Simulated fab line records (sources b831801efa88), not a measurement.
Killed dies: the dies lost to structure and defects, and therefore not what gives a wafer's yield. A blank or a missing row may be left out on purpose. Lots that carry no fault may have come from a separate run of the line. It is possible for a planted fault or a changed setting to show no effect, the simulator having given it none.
Struck lot and sound lot, side by side || flow sky130 || 15 out of 708 route steps
Sound: the wafers L496.1, L496.5, L496.6. Struck: wafer L507.3 (L507.1, L507.2, from the same lot, were not struck and are left out); the cause is given at the end.
Order at every step that has rows: each side's tool, ch and its chambers, its first start. Under that, the readings that differ: sound wafers || struck wafers || difference of the means || sigmas: that difference in standard deviations of wafers without a fault.
alike: words and numbers the same on both sides, and readings whose means are apart by under 2 such deviations; not compared: readings that were withheld, readings missing a value for some wafer, numbers with overlapping values and no deviation given by the record, and bounds like >300 which may hide the same value.
The two part at a step that has a row with sigmas, a row that says differs or no value, or rows on one side only. Numbers that have no deviation but don't overlap get no sigmas and don't part them. Lack of a reading on every wafer of one side parts them only where that side has two or more wafers.

first, 4 steps without rows for these wafers: SKY_LI_CONTACT_SOFTBAKE_08 (time 90 s); SKY_LI_CONTACT_EXPOSE_09 (exposes mask LICM1, target cd 170 nm); SKY_LI_CONTACT_PEB_10; SKY_LI_CONTACT_DEVELOP_11 (develop time 60 s).
SKY_LI_CONTACT_CD_MEAS_12 targets a cd of 170 nm.
  sound: cd_sem-01 at day 29 16:26; struck: cd_sem-01 at day 33 01:05
  alike: cd_nm
SKY_LI_CONTACT_OVL_MEAS_13:
  sound: overlay-02 at day 29 16:34; struck: overlay-01 at day 33 01:12
  alike: LI_CONTACT_OVL
SKY_LI_CONTACT_ETCH_14: etches BARC in N2/H2, stops on SiO2, time 45.9 s, target depth 60 nm.
  sound on rie_diel-04 ch 2,3, day 29 16:35; struck on rie_diel-01 ch 2, day 33 01:14
  alike: drypump_motor_current_A, oes_product_au, throttle_valve_pct
  not compared: rf_hours_counter_h
SKY_LI_CONTACT_ETCH_15: etches PSG in C4F8/O2/Ar, stops on Si, target depth 600 nm.
  sound on rie_diel-04 ch 2,3, day 29 16:38; struck on rie_diel-01 ch 2, day 33 01:17
  alike: oes_product_au
SKY_LI_CONTACT_STRIP_16: strips in O2/N2.
  sound on plasma_asher-04 ch 0,1, day 29 16:43; struck on plasma_asher-03 ch 1, day 33 01:22
  alike: drypump_motor_current_A, oes_product_au, strip_time_to_endpoint_s
  not compared: rf_hours_counter_h
then, 2 steps without rows for these wafers: SKY_LI_CONTACT_CLEAN_17 (cleans in NMP, time 600 s); SKY_LI_CONTACT_PRE_CLEAN_18 (time 5.6 s).
SKY_LI_CONTACT_SPUTTER_19: material Ti, target thk 20 nm, time 101.8 s.
  sound: pvd_sputter-03 at day 29 17:01; struck: pvd_sputter-03 at day 33 01:40
  alike: throttle_valve_pct
SKY_LI_CONTACT_SPUTTER_20: material TiN, target thk 20 nm, time 80 s.
  sound: pvd_sputter-03 at day 29 17:05; struck: pvd_sputter-03 at day 33 01:44
{"reading": "model.TiN_of_LI_CONTACT_SPUTTER_20.thk_nm (nm)", "sound": "19.98 19.92 19.84", "struck": 6.632, "difference": -13.281, "sigmas": ""}
  alike: throttle_valve_pct
SKY_LI_CONTACT_CVD_21: deposits W, target thk 400 nm, time 120.56 s.
  sound on cvd_w-02 ch 0,1, day 29 17:09; struck on cvd_w-02 ch 1, day 33 01:47
  alike: heater_power_w
-- record jumps: 16 days separate the struck wafers' starts on either side; left off in module LI_CONTACT, taken up again in module PAD_OPEN, whose first shown step is the route's number 708 --
SKY_PAD_OPEN_PROBE_99:
  sound: prober-01 at day 46 01:42; struck: prober-02 at day 48 16:55
{"reading": "killed_at_contacts", "sound": "21 38 30", "struck": 16, "difference": -14, "sigmas": -2}
{"reading": "model.etest.licon_ndiff.rc_ohm", "sound": "181.9 188.7 177.8", "struck": 359.1, "difference": "+176.3", "sigmas": ""}
{"reading": "model.etest.nfet_g5v0d10v5.r_on_ohm_um", "sound": "1958 1920 1890", "struck": 2021, "difference": "+98", "sigmas": ""}
{"reading": "model.etest.licon_pdiff.rc_ohm", "sound": "614.7 600.1 579.6", "struck": 733.6, "difference": "+135.5", "sigmas": ""}
{"reading": "model.etest.nfet_01v8.r_on_ohm_um", "sound": "859.7 844.3 840.6", "struck": 988.9, "difference": "+140.7", "sigmas": ""}
{"reading": "model.etest.sonos_uncharged.r_on_ohm_um", "sound": "823.9 820.4 805.5", "struck": 916.5, "difference": "+99.9", "sigmas": ""}
{"reading": "model.etest.licon_poly.rc_ohm", "sound": "152.4 147.2 144", "struck": 255.1, "difference": "+107.2", "sigmas": ""}
{"reading": "model.etest.licon_high_po.rc_ohm", "sound": "359.8 344 346.2", "struck": 432.4, "difference": "+82.4", "sigmas": ""}
{"reading": "model.etest.nfet_01v8_lvt.drive_ua_um", "sound": "566.8 567.1 570.1", "struck": 530.3, "difference": -37.7, "sigmas": ""}
  alike: killed_at_M0_to_M3, killed_at_M4_up, killed_at_front_end, killed_at_other, killed_dies, killed_open, killed_short

WHERE THEY PART
Only at SKY_PAD_OPEN_PROBE_99, within this record.

WHY: the cause the simulator had injected
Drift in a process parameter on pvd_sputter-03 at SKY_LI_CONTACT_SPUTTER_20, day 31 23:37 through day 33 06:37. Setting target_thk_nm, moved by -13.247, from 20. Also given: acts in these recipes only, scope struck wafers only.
